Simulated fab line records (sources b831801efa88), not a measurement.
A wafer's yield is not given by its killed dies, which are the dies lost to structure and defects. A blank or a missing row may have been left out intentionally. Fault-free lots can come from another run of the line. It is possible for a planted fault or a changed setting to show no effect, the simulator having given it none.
fab line records	flow gf180mcu
record: lots: 24	wafers: 72	lastDay: 34
route steps=602 shown M1@329 M2@366 V2@398 M5@533
lots untouched by any fault: they come from a run of this same line in which no faults occurred
startH: hours from the record's opening day to when the first of the lot's shown wafers began	waitH: time in hours since the lot's previous step	" identical to the entry in the row above	L1.1+2: a single row standing in for several wafers	- no value, or no start was given	* or withheld: withheld	< > ~ a bound
route shown NAME@n: NAME is a module with steps in the file, n the number in the route of the first one	usual: mean/standard deviation taken from wafers without a fault	same: alike in all rows	chamber/n: place in a boat	sites: each site's reading	_std_site: standard deviation across them	_edge_site: the outer-site mean with the inner-site mean subtracted	radiusMm: how far each site lies from the wafer's centre	mask NAME#n: copy n	behind: the tool/chamber that last shaped the wafer	hold: reason for holding the lot/hours on hold/outcome of the hold	device: the n, p or np transistor that did not switch	end of line: tests of these same wafers at the route's end	a step without rows: its recipe alone	killed: at the first sort, the dies lost to defects and structure; wafer yield is something else	map: per-die view of a wafer (x killed, . not killed, _ where there is no die)
set.NAME: the run value of the setting; set.NAME@STEP: its run value at that earlier step	model.NAME: the simulator's own value behind a step, which no gauge read
the route's steps for a sample of lots (tables are steps, rows are wafers)
services: from which hour (startH, from the record's first day; less than 0 if before it) a tool's chamber was out of use, for how many hours, and why
== steps ==
step: GF_M1_CD_MEAS_14
recipe: targetCdNm: 230
usual: cdNm: 229.9/1.2
lot.wafer	tool	chamber	startH	waitH	cdNm
L074.2	cdSem-01	-	390.65	0.2	231.2
L074.4	"	-	"	"	230.7
L074.6	"	-	"	"	230.5
L075.4	cdSem-01	-	392.35	0.1	228.5
L075.5	"	-	"	"	229.0
L075.6	"	-	"	"	228.0
L076.3	cdSem-01	-	408.91	0.1	230.7
L076.4	"	-	"	"	230.3
L076.5	"	-	"	"	230.6
L077.1	cdSem-01	-	415.29	0.1	231.0
L077.3	"	-	"	"	229.6
L077.5	"	-	"	"	230.2
L078.1	cdSem-01	-	430.19	0.1	230.4
L078.4	"	-	"	"	230.4
L078.5	"	-	"	"	230.0
L079.1	cdSem-01	-	432.72	0.1	230.0
L079.3	"	-	"	"	229.8
L079.6	"	-	"	"	231.0
L080.4	cdSem-01	-	443.35	0.1	229.2
L080.5	"	-	"	"	228.1
L080.6	"	-	"	"	228.9
L081.2	cdSem-02	-	446.29	0.1	228.4
L081.3	"	-	"	"	227.6
L081.5	"	-	"	"	227.8
L082.1	cdSem-02	-	457.29	0.1	229.3
L082.2	"	-	"	"	229.1
L082.4	"	-	"	"	228.2
L083.3	cdSem-01	-	474.69	0.1	231.8
L083.4	"	-	"	"	230.9
L083.6	"	-	"	"	231.7
L084.2	cdSem-02	-	482.02	0.1	229.6
L084.3	"	-	"	"	230.6
L084.4	"	-	"	"	228.8
L085.1	cdSem-02	-	488.62	0.1	230.2
L085.3	"	-	"	"	231.4
L085.6	"	-	"	"	230.9
L086.2	cdSem-01	-	496.51	0.1	230.5
L086.3	"	-	"	"	229.1
L086.6	"	-	"	"	230.1
L087.1	cdSem-02	-	509.85	0.1	231.0
L087.3	"	-	"	"	231.1
L087.4	"	-	"	"	230.2
L088.1	cdSem-01	-	512.27	0.1	228.2
L088.3	"	-	"	"	228.8
L088.4	"	-	"	"	228.7
L089.2	cdSem-01	-	523.11	0.1	230.1
L089.3	"	-	"	"	229.6
L089.4	"	-	"	"	231.0
L090.2	cdSem-01	-	530.21	0.1	231.3
L090.3	"	-	"	"	230.8
L090.6	"	-	"	"	229.6
L091.1	cdSem-02	-	536.62	0.1	231.9
L091.3	"	-	"	"	231.1
L091.6	"	-	"	"	231.6
L092.1	cdSem-02	-	546.34	0.1	228.5
L092.2	"	-	"	"	229.4
L092.6	"	-	"	"	228.3
L093.1	cdSem-02	-	548.34	0.1	229.9
L093.2	"	-	"	"	230.1
L093.5	"	-	"	"	229.4
L094.3	cdSem-02	-	563.24	0.1	232.0
L094.4	"	-	"	"	231.6
L094.5	"	-	"	"	231.3
L095.1	cdSem-02	-	565.62	0.1	228.2
L095.3	"	-	"	"	228.5
L095.4	"	-	"	"	228.4
L096.1	cdSem-01	-	573.62	0.1	231.1
L096.5	"	-	"	"	231.2
L096.6	"	-	"	"	230.1
L097.1	cdSem-02	-	585.54	0.1	231.0
L097.3	"	-	"	"	230.7
L097.4	"	-	"	"	229.8
step: GF_M1_STRIP_17
recipe: chemistry: O2/N2	powerW: 1400	pressureMtorr: 1500	platenTempC: 250	o2FlowSccm: 3000	n2FlowSccm: 300	overashFraction: 0.5
usual: drypumpMotorCurrentA: 5.75/0.23	heaterPowerW: 328/38	oesProductAu: 0.538/0.0053	stripTimeToEndpointS: 7.40/0.046
lot.wafer	tool	chamber	startH	waitH	drypumpMotorCurrentA	heaterPowerW	oesProductAu	rfHoursCounterH	stripTimeToEndpointS
L074.2	plasmaAsher-03	1	390.92	0.1	5.42	357	0.538	74	7.41
L074.4	"	1	"	"	5.41	344	0.530	-	7.37
L074.6	"	0	"	"	5.77	288	0.536	-	7.41
L075.4	plasmaAsher-01	1	392.61	0.1	5.58	386	0.539	-	7.46
L075.5	"	1	"	"	5.59	395	0.542	-	7.52
L075.6	"	0	"	"	5.75	290	0.540	-	7.47
L076.3	plasmaAsher-03	1	409.19	0.1	5.42	340	0.542	-	7.43
L076.4	"	0	"	"	5.75	290	0.542	-	7.47
L076.5	"	1	"	"	5.44	346	0.542	-	7.45
L077.1	plasmaAsher-01	0	415.57	0.1	5.77	297	0.547	32	7.41
L077.3	"	1	"	"	5.59	387	0.541	-	7.42
L077.5	"	1	"	"	5.62	390	0.537	-	7.37
L078.1	plasmaAsher-04	1	430.60	0.2	5.99	343	0.531	0	7.38
L078.4	"	0	"	"	6.11	312	0.530	-	7.38
L078.5	"	0	"	"	6.11	311	0.539	-	7.38
L079.1	plasmaAsher-04	1	433.14	0.2	6.00	332	0.535	0	7.40
L079.3	"	1	"	"	6.02	337	0.548	-	7.37
L079.6	"	0	"	"	6.10	312	0.530	-	7.38
L080.4	plasmaAsher-03	0	443.65	0.1	5.73	293	0.537	-	7.37
L080.5	"	0	"	"	5.76	290	0.543	-	7.39
L080.6	"	1	"	"	5.42	342	0.533	-	7.33
L081.2	plasmaAsher-03	1	446.56	0.1	5.42	346	0.543	80	7.44
L081.3	"	1	"	"	5.41	356	0.537	-	7.40
L081.5	"	1	"	"	5.42	353	0.531	-	7.38
L082.1	plasmaAsher-01	0	457.57	0.1	5.73	282	0.535	37	7.34
L082.2	"	1	"	"	5.60	385	0.533	37	7.37
L082.4	"	0	"	"	5.75	282	0.540	-	7.36
L083.3	plasmaAsher-04	0	474.97	0.1	6.12	308	0.539	-	7.43
L083.4	"	1	"	"	6.04	341	0.541	-	7.37
L083.6	"	1	"	"	6.00	339	0.541	-	7.42
L084.2	plasmaAsher-01	0	482.41	0.2	5.74	287	0.532	39	7.36
L084.3	"	1	"	"	5.59	401	0.541	-	7.40
L084.4	"	0	"	"	5.78	289	0.537	-	7.34
L085.1	plasmaAsher-04	0	488.91	0.1	6.10	315	0.535	6	7.39
L085.3	"	0	"	"	6.12	300	0.537	-	7.43
L085.6	"	1	"	"	6.00	335	0.535	-	7.43
L086.2	plasmaAsher-01	1	496.77	0.1	5.60	392	0.539	41	7.43
L086.3	"	0	"	"	5.72	284	0.544	-	7.43
L086.6	"	1	"	"	5.57	383	0.532	-	7.39
L087.1	plasmaAsher-03	1	510.13	0.1	5.43	347	0.537	86	7.37
L087.3	"	1	"	"	5.43	350	0.530	-	7.29
L087.4	"	0	"	"	5.74	285	0.535	-	7.36
L088.1	plasmaAsher-04	0	512.56	0.1	6.10	311	0.533	9	7.33
L088.3	"	0	"	"	6.09	303	0.533	-	7.34
L088.4	"	1	"	"	6.04	341	0.531	-	7.32
L089.2	plasmaAsher-01	0	523.37	0.1	5.69	286	0.544	44	7.40
L089.3	"	0	"	"	5.75	281	0.547	-	7.42
L089.4	"	1	"	"	5.56	385	0.542	-	7.43
L090.2	plasmaAsher-01	0	530.60	0.2	5.70	284	0.536	45	7.42
L090.3	"	1	"	"	5.58	396	0.535	-	7.43
L090.6	"	0	"	"	5.78	293	0.548	-	7.44
L091.1	plasmaAsher-03	1	537.03	0.2	5.41	356	0.532	89	7.37
L091.3	"	1	"	"	5.40	358	0.542	-	7.38
L091.6	"	0	"	"	5.74	287	0.535	-	7.38
L092.1	plasmaAsher-01	1	546.62	0.1	5.60	386	0.532	46	7.33
L092.2	"	0	"	"	5.76	287	0.530	46	7.39
L092.6	"	1	"	"	5.60	390	0.534	-	7.39
L093.1	plasmaAsher-01	1	548.62	0.1	5.57	393	0.546	47	7.41
L093.2	"	0	"	"	5.77	288	0.540	47	7.44
L093.5	"	1	"	"	5.56	399	0.537	-	7.40
L094.3	plasmaAsher-04	0	563.52	0.1	6.09	315	0.531	-	7.42
L094.4	"	1	"	"	6.02	332	0.543	-	7.39
L094.5	"	1	"	"	6.01	335	0.539	-	7.40
L095.1	plasmaAsher-04	1	565.90	0.1	6.03	339	0.534	14	7.31
L095.3	"	1	"	"	6.04	333	0.534	-	7.37
L095.4	"	0	"	"	6.12	314	0.531	-	7.29
L096.1	plasmaAsher-03	1	573.90	0.1	5.41	352	0.538	93	7.39
L096.5	"	1	"	"	5.40	349	0.543	-	7.44
L096.6	"	0	"	"	5.76	291	0.544	-	7.41
L097.1	plasmaAsher-03	1	585.82	0.1	5.40	357	0.540	94	7.38
L097.3	"	0	"	"	5.75	290	0.538	-	7.39
L097.4	"	1	"	"	5.40	345	0.537	-	7.40
step: GF_M2_SPUTTER_04
recipe: material: TiN	targetThkNm: 50	powerW: 6500	timeS: 40.56	chamberPressurePa: 0.4
usual: cathodeDcPowerW: 6499.9/1	throttleValvePct: 30.1/0.77
lot.wafer	tool	chamber	startH	waitH	cathodeDcPowerW	throttleValvePct
L074.2	pvdSputter-03	-	417.19	0.0	6497.4	29.8
L074.4	"	-	"	"	6499.1	29.3
L074.6	"	-	"	"	6500.9	29.7
L075.4	pvdSputter-02	-	418.32	0.0	6499.1	31.9
L075.5	"	-	"	"	6502.5	31.9
L075.6	"	-	"	"	6500.5	30.9
L076.3	pvdSputter-03	-	435.66	0.0	6499.4	30.4
L076.4	"	-	"	"	6500.5	29.4
L076.5	"	-	"	"	6501.6	29.9
L077.1	pvdSputter-02	-	442.38	0.0	6500.0	30.2
L077.3	"	-	"	"	6500.7	31.4
L077.5	"	-	"	"	6499.1	30.9
L078.1	pvdSputter-03	-	457.93	0.0	6499.9	29.2
L078.4	"	-	"	"	6499.8	29.6
L078.5	"	-	"	"	6500.6	28.7
L079.1	pvdSputter-02	-	460.59	0.0	6498.9	31.8
L079.3	"	-	"	"	6499.4	31.0
L079.6	"	-	"	"	6500.4	32.0
L080.4	pvdSputter-03	-	470.63	0.0	6500.7	29.1
L080.5	"	-	"	"	6498.4	30.8
L080.6	"	-	"	"	6498.4	30.0
L081.2	pvdSputter-03	-	473.31	0.0	6498.6	30.4
L081.3	"	-	"	"	6499.8	29.1
L081.5	"	-	"	"	6500.1	29.9
L082.1	pvdSputter-04	-	484.15	0.0	6499.8	29.8
L082.2	"	-	"	"	6500.5	29.1
L082.4	"	-	"	"	6501.5	29.3
L083.3	pvdSputter-03	-	501.62	0.0	6499.6	29.9
L083.4	"	-	"	"	6500.6	29.1
L083.6	"	-	"	"	6499.2	29.9
L084.2	pvdSputter-03	-	509.24	0.0	6499.8	29.1
L084.3	"	-	"	"	6500.7	29.9
L084.4	"	-	"	"	6501.0	29.7
L085.1	pvdSputter-03	-	515.74	0.0	6498.9	30.0
L085.3	"	-	"	"	6498.5	30.5
L085.6	"	-	"	"	6502.0	28.7
L086.2	pvdSputter-02	-	522.88	0.0	6498.9	31.8
L086.3	"	-	"	"	6499.6	30.8
L086.6	"	-	"	"	6500.4	31.4
L087.1	pvdSputter-03	-	535.11	0.0	6499.9	29.8
L087.3	"	-	"	"	6500.7	30.5
L087.4	"	-	"	"	6501.4	29.0
L088.1	pvdSputter-03	-	538.00	0.0	6500.7	30.5
L088.3	"	-	"	"	6500.3	29.7
L088.4	"	-	"	"	6499.2	30.3
L089.2	pvdSputter-03	-	548.73	0.0	6498.9	29.9
L089.3	"	-	"	"	6500.2	30.7
L089.4	"	-	"	"	6500.6	29.8
L090.2	pvdSputter-03	-	556.03	0.0	6498.8	29.7
L090.3	"	-	"	"	6499.9	29.8
L090.6	"	-	"	"	6501.0	29.8
L091.1	pvdSputter-03	-	561.91	0.0	6499.8	30.5
L091.3	"	-	"	"	6498.7	29.9
L091.6	"	-	"	"	6499.8	29.8
L092.1	pvdSputter-02	-	571.09	0.0	6501.6	31.6
L092.2	"	-	"	"	6500.1	31.0
L092.6	"	-	"	"	6500.0	30.1
L093.1	pvdSputter-04	-	573.55	0.0	6500.0	29.0
L093.2	"	-	"	"	6500.0	30.3
L093.5	"	-	"	"	6498.4	30.0
L094.3	pvdSputter-04	-	587.91	0.0	6501.0	28.8
L094.4	"	-	"	"	6499.1	29.4
L094.5	"	-	"	"	6501.2	30.2
L095.1	pvdSputter-03	-	590.30	0.0	6499.6	29.8
L095.3	"	-	"	"	6500.2	30.4
L095.4	"	-	"	"	6500.2	28.8
L096.1	pvdSputter-03	-	597.79	0.0	6500.2	30.5
L096.5	"	-	"	"	6499.7	29.8
L096.6	"	-	"	"	6497.9	29.6
L097.1	pvdSputter-03	-	609.55	0.0	6498.0	29.1
L097.3	"	-	"	"	6499.7	30.6
L097.4	"	-	"	"	6500.1	29.8
step: GF_V2_ETCH_16
recipe: chemistry: N2/H2	targetDepthA: withheld	overetchA: withheld	timeS: withheld	target: BARC	ionEnergyEv: 203.9	sourceW: 500	biasW: 100	pressureMtorr: 30	n2FlowSccm: 100	h2FlowSccm: 200
usual: drypumpMotorCurrentA: 6.0/0.5	oesProductAu: 0.854/0.005	throttleValvePct: 13.225/0.009
lot.wafer	tool	chamber	startH	waitH	drypumpMotorCurrentA	oesProductAu	throttleValvePct
L074.2	rieDiel-04	3	467.14	0.0	6.0	0.846	13.221
L074.4	"	2	"	"	6.5	0.851	13.229
L074.6	"	3	"	"	6.0	0.844	13.210
L075.4	rieDiel-01	0	468.17	0.0	5.6	0.859	13.231
L075.5	"	2	"	"	4.8	0.856	13.222
L075.6	"	3	"	"	6.1	0.848	13.216
L076.3	rieDiel-04	3	485.57	0.0	6.0	0.847	13.225
L076.4	"	1	"	"	6.4	0.854	13.225
L076.5	"	3	"	"	6.0	0.850	13.219
L077.1	rieDiel-04	3	491.64	0.0	6.0	0.852	13.228
L077.3	"	2	"	"	6.5	0.849	13.237
L077.5	"	3	"	"	6.0	0.852	13.220
L078.1	rieDiel-01	0	506.60	0.0	5.6	0.855	13.216
L078.4	"	2	"	"	4.8	0.849	13.240
L078.5	"	1	"	"	6.0	0.854	13.231
L079.1	rieDiel-02	2	509.05	0.0	6.6	0.848	13.227
L079.3	"	0	"	"	5.8	0.851	13.232
L079.6	"	0	"	"	5.8	0.848	13.225
L080.4	rieDiel-02	2	519.82	0.0	6.6	0.850	13.216
L080.5	"	0	"	"	5.8	0.852	13.238
L080.6	"	1	"	"	5.7	0.851	13.217
L081.2	rieDiel-01	2	522.07	0.0	4.8	0.849	13.228
L081.3	"	1	"	"	6.0	0.862	13.229
L081.5	"	1	"	"	6.0	0.849	13.238
L082.1	rieDiel-01	2	530.99	0.0	4.8	0.860	13.220
L082.2	"	3	"	"	6.1	0.862	13.217
L082.4	"	0	"	"	5.6	0.860	13.214
L083.3	rieDiel-01	2	548.14	0.0	4.8	0.847	13.229
L083.4	"	1	"	"	6.0	0.855	13.239
L083.6	"	3	"	"	6.1	0.847	13.228
L084.2	rieDiel-01	2	556.50	0.0	4.8	0.851	13.199
L084.3	"	1	"	"	6.0	0.854	13.218
L084.4	"	3	"	"	6.2	0.859	13.224
L085.1	rieDiel-04	1	563.10	0.0	6.4	0.852	13.223
L085.3	"	2	"	"	6.5	0.853	13.232
L085.6	"	1	"	"	6.4	0.857	13.227
L086.2	rieDiel-01	2	569.19	0.0	4.8	0.855	13.231
L086.3	"	1	"	"	6.0	0.856	13.239
L086.6	"	0	"	"	5.6	0.854	13.227
L087.1	rieDiel-04	3	580.75	0.0	6.0	0.852	13.222
L087.3	"	1	"	"	6.4	0.854	13.241
L087.4	"	0	"	"	6.6	0.854	13.230
L088.1	rieDiel-04	2	581.99	0.0	6.5	0.851	13.217
L088.3	"	0	"	"	6.6	0.853	13.233
L088.4	"	3	"	"	6.0	0.846	13.222
L089.2	rieDiel-02	2	593.90	0.0	6.6	0.858	13.219
L089.3	"	3	"	"	5.8	0.850	13.238
L089.4	"	1	"	"	5.7	0.854	13.232
L090.2	rieDiel-02	2	599.79	0.0	6.6	0.850	13.210
L090.3	"	0	"	"	5.8	0.862	13.204
L090.6	"	0	"	"	5.8	0.860	13.214
L091.1	rieDiel-01	2	605.66	0.0	4.8	0.862	13.219
L091.3	"	1	"	"	6.0	0.867	13.235
L091.6	"	2	"	"	4.8	0.862	13.225
L092.1	rieDiel-01	3	614.52	0.0	6.1	0.850	13.211
L092.2	"	2	"	"	4.8	0.849	13.219
L092.6	"	1	"	"	6.0	0.849	13.222
L093.1	rieDiel-04	1	617.84	0.0	6.4	0.859	13.240
L093.2	"	0	"	"	6.6	0.857	13.237
L093.5	"	2	"	"	6.5	0.846	13.210
L094.3	rieDiel-02	2	631.72	0.0	6.7	0.854	13.237
L094.4	"	3	"	"	5.8	0.855	13.229
L094.5	"	2	"	"	6.6	0.859	13.216
L095.1	rieDiel-04	1	632.97	0.0	6.4	0.852	13.220
L095.3	"	3	"	"	6.0	0.858	13.228
L095.4	"	0	"	"	6.6	0.848	13.222
L096.1	rieDiel-04	2	640.21	0.0	6.5	0.856	13.220
L096.5	"	2	"	"	6.4	0.860	13.228
L096.6	"	3	"	"	6.0	0.847	13.224
L097.1	rieDiel-02	2	651.46	0.0	6.7	0.859	13.231
L097.3	"	3	"	"	5.7	0.860	13.233
L097.4	"	0	"	"	5.8	0.861	13.223
step: GF_M5_CD_MEAS_07
recipe: targetCdNm: 280
usual: cdNm: 280.1/1.1
lot.wafer	tool	chamber	startH	waitH	cdNm
L074.2	cdSem-01	-	608.89	0.1	279.5
L074.4	"	-	"	"	279.9
L074.6	"	-	"	"	279.3
L075.4	cdSem-01	-	610.38	0.1	279.6
L075.5	"	-	"	"	279.9
L075.6	"	-	"	"	280.4
L076.3	cdSem-01	-	627.85	0.1	279.7
L076.4	"	-	"	"	280.4
L076.5	"	-	"	"	278.2
L077.1	cdSem-01	-	631.21	0.1	281.0
L077.3	"	-	"	"	281.6
L077.5	"	-	"	"	279.9
L078.1	cdSem-02	-	643.46	0.3	280.4
L078.4	"	-	"	"	281.1
L078.5	"	-	"	"	281.6
L079.1	cdSem-02	-	646.22	0.1	279.8
L079.3	"	-	"	"	279.9
L079.6	"	-	"	"	277.7
L080.4	cdSem-02	-	655.75	0.1	280.2
L080.5	"	-	"	"	280.7
L080.6	"	-	"	"	281.0
L081.2	cdSem-02	-	658.68	0.2	279.2
L081.3	"	-	"	"	278.1
L081.5	"	-	"	"	278.3
L082.1	cdSem-01	-	665.32	0.1	281.2
L082.2	"	-	"	"	280.9
L082.4	"	-	"	"	281.0
L083.3	cdSem-01	-	680.25	0.2	280.6
L083.4	"	-	"	"	281.5
L083.6	"	-	"	"	281.0
L084.2	cdSem-02	-	686.94	0.1	279.2
L084.3	"	-	"	"	280.4
L084.4	"	-	"	"	280.5
L085.1	cdSem-01	-	693.43	0.2	280.0
L085.3	"	-	"	"	280.0
L085.6	"	-	"	"	280.1
L086.2	cdSem-02	-	698.59	0.1	278.9
L086.3	"	-	"	"	280.3
L086.6	"	-	"	"	280.2
L087.1	cdSem-02	-	708.59	0.1	282.4
L087.3	"	-	"	"	280.9
L087.4	"	-	"	"	281.3
L088.1	cdSem-02	-	710.16	0.1	282.3
L088.3	"	-	"	"	282.6
L088.4	"	-	"	"	282.1
L089.2	cdSem-01	-	720.01	0.1	280.2
L089.3	"	-	"	"	279.0
L089.4	"	-	"	"	279.8
L090.2	cdSem-02	-	722.33	0.1	278.7
L090.3	"	-	"	"	279.5
L090.6	"	-	"	"	278.6
L091.1	cdSem-01	-	729.19	0.1	279.3
L091.3	"	-	"	"	278.5
L091.6	"	-	"	"	279.9
L092.1	cdSem-01	-	737.97	0.1	279.6
L092.2	"	-	"	"	279.9
L092.6	"	-	"	"	279.7
L093.1	cdSem-01	-	740.31	0.1	281.1
L093.2	"	-	"	"	281.1
L093.5	"	-	"	"	280.6
L094.3	cdSem-02	-	752.65	0.1	280.9
L094.4	"	-	"	"	281.6
L094.5	"	-	"	"	281.0
L095.1	cdSem-01	-	753.31	0.1	279.3
L095.3	"	-	"	"	279.0
L095.4	"	-	"	"	278.8
L096.1	cdSem-01	-	759.56	0.1	279.3
L096.5	"	-	"	"	279.3
L096.6	"	-	"	"	278.6
L097.1	cdSem-01	-	766.61	0.1	279.5
L097.3	"	-	"	"	278.8
L097.4	"	-	"	"	278.5
step: GF_M5_METAL_ETCH_10
recipe: chemistry: Cl2/BCl3	maskMaterial: KrF	targetDepthNm: 750.8	stopOn: SiO2	pressureMtorr: 8	icpW: 800	biasW: 140	Cl2_flow_sccm: 80	bcl3FlowSccm: 40	timeS: 125.1
usual: drypumpMotorCurrentA: 5.7/0.52	oesProductAu: 0.990/0.005	throttleValvePct: 28.231/0.0089
lot.wafer	tool	chamber	startH	waitH	drypumpMotorCurrentA	oesProductAu	rfHoursCounterH	throttleValvePct
L074.2	rieMetal-04	1	609.05	0.0	6.2	0.987	2	28.224
L074.4	"	0	"	"	5.7	0.984	-	28.244
L074.6	"	0	"	"	5.7	0.987	-	28.240
L075.4	rieMetal-02	1	610.63	0.1	4.8	0.992	-	28.225
L075.5	"	1	"	"	4.8	0.992	-	28.235
L075.6	"	1	"	"	4.8	0.988	-	28.221
L076.3	rieMetal-04	0	628.03	0.1	5.7	0.988	-	28.236
L076.4	"	1	"	"	6.2	0.991	-	28.241
L076.5	"	0	"	"	5.7	0.979	-	28.218
L077.1	rieMetal-04	0	631.41	0.0	5.7	0.997	13	28.229
L077.3	"	0	"	"	5.7	1.000	-	28.220
L077.5	"	1	"	"	6.2	0.997	-	28.236
L078.1	rieMetal-04	1	643.63	0.0	6.2	0.990	3	28.239
L078.4	"	1	"	"	6.2	0.983	-	28.237
L078.5	"	1	"	"	6.2	0.992	-	28.222
L079.1	rieMetal-02	0	646.40	0.0	6.2	0.985	1	28.220
L079.3	"	1	"	"	4.8	0.988	-	28.243
L079.6	"	0	"	"	6.2	0.982	-	28.235
L080.4	rieMetal-04	1	655.99	0.1	6.2	0.994	-	28.235
L080.5	"	1	"	"	6.2	0.992	-	28.229
L080.6	"	1	"	"	6.2	0.986	-	28.238
L081.2	rieMetal-02	1	658.84	0.0	4.8	0.991	8	28.229
L081.3	"	0	"	"	6.2	1.000	-	28.233
L081.5	"	1	"	"	4.8	0.998	-	28.230
L082.1	rieMetal-03	1	665.50	0.0	5.6	0.991	0	28.232
L082.2	"	0	"	"	5.2	0.990	11	28.238
L082.4	"	0	"	"	5.2	0.991	-	28.253
L083.3	rieMetal-04	1	680.43	0.1	6.1	0.991	-	28.233
L083.4	"	0	"	"	5.7	0.994	-	28.227
L083.6	"	0	"	"	5.7	1.001	-	28.228
L084.2	rieMetal-04	0	687.10	0.0	5.7	0.988	1	28.246
L084.3	"	1	"	"	6.2	0.987	-	28.231
L084.4	"	0	"	"	5.7	0.995	-	28.233
L085.1	rieMetal-03	1	693.61	0.0	5.6	0.985	1	28.221
L085.3	"	1	"	"	5.6	0.991	-	28.225
L085.6	"	1	"	"	5.6	0.989	-	28.227
L086.2	rieMetal-02	0	698.75	0.0	6.2	0.991	3	28.245
L086.3	"	1	"	"	4.8	0.989	-	28.231
L086.6	"	1	"	"	4.8	0.989	-	28.215
L087.1	rieMetal-03	1	708.76	0.0	5.6	0.997	2	28.218
L087.3	"	0	"	"	5.2	0.992	-	28.240
L087.4	"	1	"	"	5.6	0.993	-	28.241
L088.1	rieMetal-04	1	710.34	0.0	6.2	0.989	6	28.215
L088.3	"	0	"	"	5.7	1.003	-	28.237
L088.4	"	1	"	"	6.2	0.999	-	28.215
L089.2	rieMetal-02	1	720.16	0.0	4.8	0.986	10	28.236
L089.3	"	1	"	"	4.8	0.993	-	28.229
L089.4	"	0	"	"	6.2	0.988	-	28.230
L090.2	rieMetal-03	1	722.49	0.0	5.6	0.998	3	28.215
L090.3	"	0	"	"	5.2	0.986	-	28.230
L090.6	"	1	"	"	5.6	0.993	-	28.239
L091.1	rieMetal-02	0	729.36	0.0	6.2	0.995	4	28.238
L091.3	"	1	"	"	4.8	0.992	-	28.222
L091.6	"	0	"	"	6.2	0.993	-	28.240
L092.1	rieMetal-04	1	738.15	0.0	6.2	0.991	7	28.217
L092.2	"	0	"	"	5.7	0.987	3	28.243
L092.6	"	0	"	"	5.7	0.982	-	28.231
L093.1	rieMetal-02	1	740.49	0.0	4.8	0.990	11	28.248
L093.2	"	0	"	"	6.1	0.993	5	28.240
L093.5	"	1	"	"	4.8	0.987	-	28.241
L094.3	rieMetal-03	1	752.83	0.1	5.6	0.997	-	28.236
L094.4	"	0	"	"	5.2	0.990	-	28.236
L094.5	"	0	"	"	5.2	0.989	-	28.228
L095.1	rieMetal-02	1	753.49	0.0	4.8	0.990	12	28.230
L095.3	"	1	"	"	4.8	0.979	-	28.241
L095.4	"	0	"	"	6.2	0.996	-	28.216
L096.1	rieMetal-04	0	759.74	0.0	5.7	0.985	4	28.243
L096.5	"	1	"	"	6.2	0.986	-	28.232
L096.6	"	0	"	"	5.7	0.988	-	28.237
L097.1	rieMetal-03	1	766.79	0.0	5.6	0.990	5	28.250
L097.3	"	1	"	"	5.6	0.986	-	28.223
L097.4	"	0	"	"	5.2	0.989	-	28.226
== services ==
tool	chamber	startH	hours	kind
plasmaAsher-03	-	376.74	2.8	pm
rieDiel-04	0	416.21	10.4	repair
rieDiel-04	0	438.75	64.0	repair
plasmaAsher-01	-	458.81	1.1	repair
pvdSputter-03	-	462.89	0.8	repair
rieDiel-01	1	464.15	12.7	repair
rieMetal-04	-	469.88	2.8	pm
rieMetal-02	0	474.74	10.8	repair
rieDiel-01	2	475.87	7.3	repair
rieMetal-04	-	485.05	28.1	pm
rieMetal-02	-	514.36	14.6	pm
rieMetal-04	-	527.56	0.2	repair
rieMetal-02	-	550.23	2.8	pm
rieDiel-01	0	594.83	6.0	repair
pvdSputter-03	-	599.51	2.1	repair
pvdSputter-03	-	632.24	1.2	repair
plasmaAsher-01	-	640.03	61.8	pm
pvdSputter-03	-	673.41	5.4	repair
rieDiel-04	0	688.39	2.1	repair
plasmaAsher-01	-	701.82	2.8	pm
rieDiel-01	0	703.86	2.8	repair
plasmaAsher-01	-	724.21	0.6	repair
rieMetal-04	1	730.94	4.0	repair
plasmaAsher-01	-	737.63	5.1	repair
== key ==
fault none
